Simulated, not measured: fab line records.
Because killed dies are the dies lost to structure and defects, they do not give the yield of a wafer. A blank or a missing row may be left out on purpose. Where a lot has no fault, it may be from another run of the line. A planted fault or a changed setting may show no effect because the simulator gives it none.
Which of the tools did it?	flow gf180mcu	36 wafers from 12 lots sampled at 6 of the route's 602 steps

WHAT EACH GAUGE READ, for each wafer
GF_M2_CD_MEAS_14: the cd target is 280 nm.
lot	measured	on	cd_nm (nm)
L398	day 19 10:37	cd_sem-02	280.4 279.9 281.6
L399	day 20 10:42	cd_sem-01	280.2 279.8 279.7
L401	day 21 01:31	cd_sem-01	278.4 278.3 279.1
L403	day 21 18:46	cd_sem-02	284.5 285.4 285.8
L404	day 22 08:54	cd_sem-02	285.3 285.3 285.1
L412	day 24 17:58	cd_sem-02	278.8 279.7 278.3
L413	day 25 04:12	cd_sem-01	278.1 278.5 277.6
L414	day 25 13:45	cd_sem-01	281.3 280.2 281.2
L417	day 26 11:34	cd_sem-02	279.6 278.5 278.2
L418	day 26 17:27	cd_sem-02	281.4 281.2 281.4
L419	day 27 04:14	cd_sem-02	278.8 280.5 280.6
L420	day 27 09:34	cd_sem-01	279.7 279.0 278.8

GF_M2_OVL_MEAS_15.
lot	measured	on	M2_OVL (nm)
L398	day 19 10:43	overlay-02	9 7 1
L399	day 20 10:49	overlay-01	3 3 4
L401	day 21 01:38	overlay-02	4 3 1
L403	day 21 18:53	overlay-02	8 10 12
L404	day 22 09:01	overlay-02	9 1 0
L412	day 24 18:03	overlay-01	13 10 11
L413	day 25 04:19	overlay-01	0 6 6
L414	day 25 13:52	overlay-02	5 4 -1
L417	day 26 11:41	overlay-01	7 2 10
L418	day 26 17:34	overlay-02	11 1 -3
L419	day 27 04:20	overlay-01	6 -7 -1
L420	day 27 09:40	overlay-02	11 9 1

GF_V2_THK_MEAS_03.
lot	measured	on	V2_CVD_02_THK (nm)
L398	day 19 11:37	film_metro-01	831 840 859
L399	day 20 11:53	film_metro-01	841 853 855
L401	day 21 02:34	film_metro-04	848 855 859
L403	day 21 19:57	film_metro-03	843 846 857
L404	day 22 10:16	film_metro-03	850 846 839
L412	day 24 19:00	film_metro-01	856 858 860
L413	day 25 05:14	film_metro-04	843 831 839
L414	day 25 14:49	film_metro-04	843 833 857
L417	day 26 12:48	film_metro-03	844 848 856
L418	day 26 18:36	film_metro-01	828 849 840
L419	day 27 05:17	film_metro-01	842 842 862
L420	day 27 10:36	film_metro-03	851 857 860

WHICH TOOL RAN EACH LOT (tool, then ch and the chambers of the sampled wafers, then the start)
lot	GF_M2_SPUTTER_04	GF_M2_COAT_09	GF_M2_STRIP_17
L398	pvd_sputter-02, day 18 09:57	litho_track-03 ch 0, day 18 22:29	plasma_asher-02 ch 0,1, day 19 10:52
L399	pvd_sputter-03, day 19 09:45	litho_track-03 ch 0, day 19 22:25	plasma_asher-04 ch 0,1, day 20 11:07
L401	pvd_sputter-03, day 20 01:32	litho_track-03 ch 0, day 20 12:22	plasma_asher-04 ch 0,1, day 21 01:47
L403	pvd_sputter-04, day 20 18:43	litho_track-03 ch 0, day 21 06:25	plasma_asher-01 ch 0,1, day 21 19:02
L404	pvd_sputter-04, day 21 08:26	litho_track-03 ch 0, day 21 20:40	plasma_asher-01 ch 0,1, day 22 09:11
L412	pvd_sputter-03, day 23 19:29	litho_track-04 ch 0, day 24 07:19	plasma_asher-01 ch 0,1, day 24 18:14
L413	pvd_sputter-04, day 24 06:07	litho_track-04 ch 0, day 24 16:50	plasma_asher-04 ch 0,1, day 25 04:29
L414	pvd_sputter-02, day 24 15:21	litho_track-04 ch 0, day 25 03:02	plasma_asher-04 ch 0,1, day 25 14:02
L417	pvd_sputter-02, day 25 13:33	litho_track-01 ch 0, day 26 00:59	plasma_asher-04 ch 0,1, day 26 11:58
L418	pvd_sputter-03, day 25 20:18	litho_track-01 ch 0, day 26 07:21	plasma_asher-01 ch 0,1, day 26 17:52
L419	pvd_sputter-03, day 26 06:40	litho_track-03 ch 0, day 26 16:46	plasma_asher-01 ch 0,1, day 27 04:31
L420	pvd_sputter-02, day 26 12:30	litho_track-03 ch 0, day 26 22:19	plasma_asher-02 ch 0,1, day 27 09:51
- GF_M2_SPUTTER_04: material TiN, target thk 50 nm, time 41.7 s.
- GF_M2_COAT_09: resist thk 1000 nm.
- GF_M2_STRIP_17: strips in O2/N2.

WHAT THE TOOLS THEMSELVES READ (means of the sampled wafers that have a number; where no wafer has one, the mark that the record gives instead)
GF_M2_SPUTTER_04.
lot	tool	throttle_valve_pct (%)
L398	pvd_sputter-02	30.1
L399	pvd_sputter-03	29.9
L401	pvd_sputter-03	31.1
L403	pvd_sputter-04	29.5
L404	pvd_sputter-04	29.6
L412	pvd_sputter-03	32.8
L413	pvd_sputter-04	29.6
L414	pvd_sputter-02	30.3
L417	pvd_sputter-02	30.5
L418	pvd_sputter-03	29.8
L419	pvd_sputter-03	30.5
L420	pvd_sputter-02	30.5

GF_M2_STRIP_17.
lot	tool	drypump_motor_current_A (A)	heater_power_w (W)	oes_product_au (a.u.)	strip_time_to_endpoint_s (s)
L398	plasma_asher-02	5.78	326	0.538	7.40
L399	plasma_asher-04	5.44	372	0.542	7.40
L401	plasma_asher-04	5.26	367	0.535	7.37
L403	plasma_asher-01	5.84	326	0.585	8.55
L404	plasma_asher-01	5.81	343	0.585	8.52
L412	plasma_asher-01	5.79	344	0.536	7.36
L413	plasma_asher-04	5.23	361	0.535	7.42
L414	plasma_asher-04	5.25	362	0.537	7.38
L417	plasma_asher-04	5.28	362	0.544	7.43
L418	plasma_asher-01	5.84	330	0.538	7.47
L419	plasma_asher-01	5.79	343	0.537	7.37
L420	plasma_asher-02	5.79	325	0.536	7.37

THE ANSWER, worked out from the rows above alone
Rule: usual is defined by the lots themselves. The widest of any qualifying gaps counts: lots, ordered by their means at a reading, are off when they make up no more than a third of the lots, leave a main group of 4 or more, and stand apart from it by 3 or more times the standard deviation of that group's means. Not used: any main group whose means are identical at the precision the tables above print for the reading. A lot without any number at a reading at which 4 lots or more have one is off too. Any other lot the step has rows for is counted as sound. Order of review: gauges by route order, followed by the tools' own readings, for which a lot's mean as printed above is used. At the first step where some lot is off, the reading lying furthest off is the one used; lots without a number count as furthest.
Off at GF_M2_CD_MEAS_14 (cd_nm): L403, L404. The main group: mean 279.6 nm, standard deviation 1.
A tool fits if, at a process step before that reading, it ran every lot that is off, and no sound lot after the first of them. The gauges at GF_M2_CD_MEAS_14 aren't tried: what is off there is off at GF_M2_STRIP_17 too, on other tools, and a gauge's error can't cause that. None of those tried fits.

WHAT THE SIMULATOR HAD PUT IN
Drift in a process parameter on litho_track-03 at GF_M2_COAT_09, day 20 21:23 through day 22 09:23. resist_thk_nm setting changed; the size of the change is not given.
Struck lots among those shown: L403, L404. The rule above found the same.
